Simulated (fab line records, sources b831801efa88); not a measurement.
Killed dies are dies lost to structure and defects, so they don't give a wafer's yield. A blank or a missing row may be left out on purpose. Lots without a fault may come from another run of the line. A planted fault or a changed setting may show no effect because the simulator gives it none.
A struck lot beside a sound one | flow sky130 | 15 steps out of a route of 708
Sound: wafers L323.3, L323.5, L323.6. Struck: wafers L334.2, L334.5, L334.6. The cause comes at the end.
At each step with rows: each side's tool, then ch and its chambers, then its first start. Under that, the readings that differ: sound wafers | struck wafers | difference of the means | sigmas: that difference in standard deviations of wafers without a fault.
alike: readings whose means differ by less than 2 such deviations, and words and numbers that are the same on both sides. not compared: withheld readings, readings that some wafer has no value for, bounds like >300 that may hide the same value, and numbers for which the record gives no deviation and whose values overlap.
The two part at a step that has a row with sigmas, a row that says differs or no value, or rows on one side only. Numbers that don't overlap but have no deviation are shown without sigmas and don't part them. A reading that every wafer of one side lacks parts them only if that side has two wafers or more.

first, 4 steps without rows for these wafers: SKY_LDD_N_SOFTBAKE_03 (time 57.87 s); SKY_LDD_N_EXPOSE_04 (exposes mask NTM, target cd 840 nm); SKY_LDD_N_PEB_05; SKY_LDD_N_DEVELOP_06 (develop time 60 s).
SKY_LDD_N_OVL_MEAS_07:
  sound on overlay-02, day 17 13:43; struck on overlay-02, day 22 00:20
  alike: LDD_N_OVL
then, 7 steps without rows for these wafers: SKY_LDD_N_IMPLANT_08; SKY_LDD_N_IMPLANT_09; SKY_LDD_N_IMPLANT_10; SKY_LDD_N_IMPLANT_11; SKY_LDD_N_IMPLANT_12; SKY_LDD_N_IMPLANT_13; SKY_LDD_N_IMPLANT_14.
SKY_LDD_N_IMPLANT_15:
  sound on implanter-01 ch 0, day 17 14:50; struck on implanter-04 ch 0, day 22 01:27
  reading       | sound                         | struck                       | difference | sigmas
  dose_ions_cm2 | 4.999e+12 4.996e+12 5.009e+12 | 4.687e+12 4.686e+12 4.69e+12 | -3.137e+11 | -63
SKY_LDD_N_STRIP_16: strips in O2/N2.
  sound on plasma_asher-03 ch 0,1, day 17 14:59; struck on plasma_asher-02 ch 0,1, day 22 01:34
  reading                     | sound       | struck      | difference | sigmas
  drypump_motor_current_A (A) | 6.0 5.8 6.0 | 5.0 5.0 4.9 | -1.0       | -3
  alike: oes_product_au, strip_time_to_endpoint_s
  not compared: rf_hours_counter_h
-- the record jumps here: 26 days lie between the struck wafers' starts before and after (it left off in module LDD_N and takes up again in module PAD_OPEN, whose first step shown is number 708 of the route) --
SKY_PAD_OPEN_PROBE_99:
  sound on prober-01, day 45 18:58; struck on prober-01, day 48 09:29
  alike: killed_at_M0_to_M3, killed_at_M4_up, killed_at_contacts, killed_at_front_end, killed_at_other, killed_dies, killed_open, killed_short

WHERE THEY PART
First at SKY_LDD_N_IMPLANT_15; last, within this record, at SKY_LDD_N_STRIP_16. Later steps at which nothing parts them and some readings are alike: SKY_PAD_OPEN_PROBE_99.

WHY: what the simulator had put in
Process parameter drift: implanter-04, from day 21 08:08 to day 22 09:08, at SKY_LDD_N_IMPLANT_15. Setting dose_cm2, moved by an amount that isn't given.
